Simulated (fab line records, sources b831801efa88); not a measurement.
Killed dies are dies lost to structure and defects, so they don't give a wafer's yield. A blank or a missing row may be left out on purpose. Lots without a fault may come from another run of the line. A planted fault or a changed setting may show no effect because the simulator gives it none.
Which tool did it? | flow sky130 | 11 lots, 33 wafers sampled, at 4 steps of a route of 708

WHAT THE GAUGES READ, wafer by wafer
SKY_VIA1_BOW_MEAS_03. Usual: VIA1_BOW 79 um, standard deviation 6.5.
lot  | measured     | on            | VIA1_BOW (um) | flag
L484 | day 33 20:24 | film_metro-04 | 67 86 69      |
L485 | day 33 22:40 | film_metro-04 | 81 82 81      |
L487 | day 34 00:31 | film_metro-02 | 89 80 86      |
L486 | day 34 01:04 | film_metro-02 | 73 80 76      |
L500 | day 38 03:53 | film_metro-03 | 87 81 84      |
L501 | day 38 08:34 | film_metro-03 | 79 77 88      |
L502 | day 38 12:35 | film_metro-03 | 77 87 85      |
L503 | day 39 05:06 | film_metro-04 | 78 70 85      |
L504 | day 39 06:04 | film_metro-03 | 66 78 79      |
L505 | day 39 16:43 | film_metro-03 | 90 82 89      |
L506 | day 39 20:52 | film_metro-02 | 80 73 67      |

WHICH TOOL RAN EACH LOT (tool, then ch and the chambers of the sampled wafers, then the start)
lot  | SKY_METAL1_SPUTTER_01        | SKY_METAL1_DESCUM_17              | SKY_VIA1_CMP_02
L484 | pvd_sputter-03, day 32 16:08 | rie_metal-02 ch 0,1, day 33 19:02 | cmp-01 ch 0,1, day 33 20:04
L485 | pvd_sputter-04, day 32 17:50 | rie_metal-02 ch 0,1, day 33 21:23 | cmp-02 ch 0,1,2, day 33 22:22
L487 | pvd_sputter-01, day 32 19:55 | rie_metal-01 ch 0,1, day 33 23:11 | cmp-02 ch 0,3, day 34 00:13
L486 | pvd_sputter-03, day 32 20:04 | rie_metal-04 ch 1, day 33 23:34   | cmp-02 ch 0,1, day 34 00:45
L500 | pvd_sputter-04, day 37 00:51 | rie_metal-04 ch 0,1, day 38 02:34 | cmp-01 ch 1,3, day 38 03:35
L501 | pvd_sputter-01, day 37 05:43 | rie_metal-04 ch 0,1, day 38 07:19 | cmp-02 ch 0,2,3, day 38 08:22
L502 | pvd_sputter-03, day 37 09:20 | rie_metal-02 ch 0,1, day 38 11:20 | cmp-01 ch 2,3, day 38 12:20
L503 | pvd_sputter-03, day 38 01:53 | rie_metal-01 ch 0,1, day 39 03:34 | cmp-02 ch 0,1, day 39 04:48
L504 | pvd_sputter-01, day 38 02:22 | rie_metal-04 ch 0,1, day 39 04:32 | cmp-02 ch 0,1,3, day 39 05:51
L505 | pvd_sputter-04, day 38 13:46 | rie_metal-02 ch 0,1, day 39 15:14 | cmp-02 ch 0,3, day 39 16:28
L506 | pvd_sputter-04, day 38 18:30 | rie_metal-01 ch 1, day 39 19:37   | cmp-02 ch 1,3, day 39 20:34
- SKY_METAL1_SPUTTER_01: material TiN, target thk 20 nm, time 16.7 s.
- SKY_METAL1_DESCUM_17: chemistry O2, time 8 s.
- SKY_VIA1_CMP_02: polishes SiO2.

WHAT THE TOOLS THEMSELVES READ (means of the sampled wafers that have a number; where no wafer has one, the mark that the record gives instead)
SKY_METAL1_SPUTTER_01. Usual: cathode_dc_power_W 6499.9 W, standard deviation 1.2; throttle_valve_pct 30.3 %, standard deviation 0.85.
lot  | tool           | cathode_dc_power_W (W) | throttle_valve_pct (%) | flag
L484 | pvd_sputter-03 | 6499.3                 | 30.4                   |
L485 | pvd_sputter-04 | 6499.2                 | 29.9                   |
L487 | pvd_sputter-01 | 6499.4                 | 30.0                   |
L486 | pvd_sputter-03 | 6500.0                 | 30.4                   |
L500 | pvd_sputter-04 | 6500.4                 | 30.1                   |
L501 | pvd_sputter-01 | 6499.8                 | 30.8                   |
L502 | pvd_sputter-03 | 6499.1                 | 30.3                   |
L503 | pvd_sputter-03 | 6500.3                 | 30.4                   |
L504 | pvd_sputter-01 | 6499.7                 | 30.2                   |
L505 | pvd_sputter-04 | 6500.6                 | 30.8                   |
L506 | pvd_sputter-04 | 6500.1                 | 30.7                   |

SKY_METAL1_DESCUM_17. Usual: chamber_pressure_mTorr 9.999 mTorr, standard deviation 0.0098; drypump_motor_current_A 5.7 A, standard deviation 0.39; oes_product_au 1.004 a.u., standard deviation 0.013.
lot  | tool         | chamber_pressure_mTorr (mTorr) | drypump_motor_current_A (A) | oes_product_au (a.u.) | flag
L484 | rie_metal-02 | 9.997                          | 6.2                         | 1.013                 |
L485 | rie_metal-02 | 10.009                         | 6.0                         | 1.016                 |
L487 | rie_metal-01 | 10.001                         | 5.3                         | 1.000                 |
L486 | rie_metal-04 | 10.009                         | 6.1                         | 0.996                 |
L500 | rie_metal-04 | 9.996                          | 6.0                         | 1.006                 |
L501 | rie_metal-04 | 9.994                          | 6.0                         | 0.998                 |
L502 | rie_metal-02 | 9.990                          | 6.0                         | 1.016                 |
L503 | rie_metal-01 | 9.998                          | 5.3                         | 1.005                 |
L504 | rie_metal-04 | 10.001                         | 6.0                         | 0.992                 |
L505 | rie_metal-02 | 9.999                          | 6.0                         | 1.000                 |
L506 | rie_metal-01 | 10.003                         | 5.3                         | 0.991                 |

SKY_VIA1_CMP_02. Usual: motor_current_A 11.8 A, standard deviation 1.3; platen_rpm 60.00 rpm, standard deviation 0.046; slurry_filter_dp_kPa 13.51 kPa, standard deviation 0.15.
lot  | tool   | motor_current_A (A) | platen_rpm (rpm) | slurry_filter_dp_kPa (kPa) | flag
L484 | cmp-01 | 12.4                | 60.01            | 13.58                      |
L485 | cmp-02 | 11.1                | 60.02            | 13.45                      |
L487 | cmp-02 | 11.5                | 66.09            | 13.44                      | OFF
L486 | cmp-02 | 10.6                | 66.00            | 13.50                      | OFF
L500 | cmp-01 | 14.2                | 60.00            | 13.41                      |
L501 | cmp-02 | 11.4                | 60.07            | 13.43                      |
L502 | cmp-01 | 13.5                | 60.01            | 13.56                      |
L503 | cmp-02 | 10.8                | 59.98            | 13.53                      |
L504 | cmp-02 | 10.9                | 60.03            | 13.44                      |
L505 | cmp-02 | 11.2                | 60.04            | 13.48                      |
L506 | cmp-02 | 10.8                | 59.96            | 13.40                      |

THE ANSWER, worked out from the rows above alone
Rule: a lot is off if the mean of its wafers that have a number lies more than 3 standard deviations from the usual mean. A lot without any number at a reading at which 4 lots or more have one is off too. The other lots that the step has rows for count as sound. The gauges are gone through in route order, then the tools' own readings, and for those a lot's mean is taken as printed above. The first step at which some lot is off is used, and at that step the reading that is off furthest; a lot without a number counts as furthest.
Off: L487, L486, at SKY_VIA1_CMP_02 (platen_rpm).
A tool fits if, at that step or a process step before it, it ran every lot that is off, and no sound lot after the first of them. None of those tried fits.

WHAT THE SIMULATOR HAD PUT IN
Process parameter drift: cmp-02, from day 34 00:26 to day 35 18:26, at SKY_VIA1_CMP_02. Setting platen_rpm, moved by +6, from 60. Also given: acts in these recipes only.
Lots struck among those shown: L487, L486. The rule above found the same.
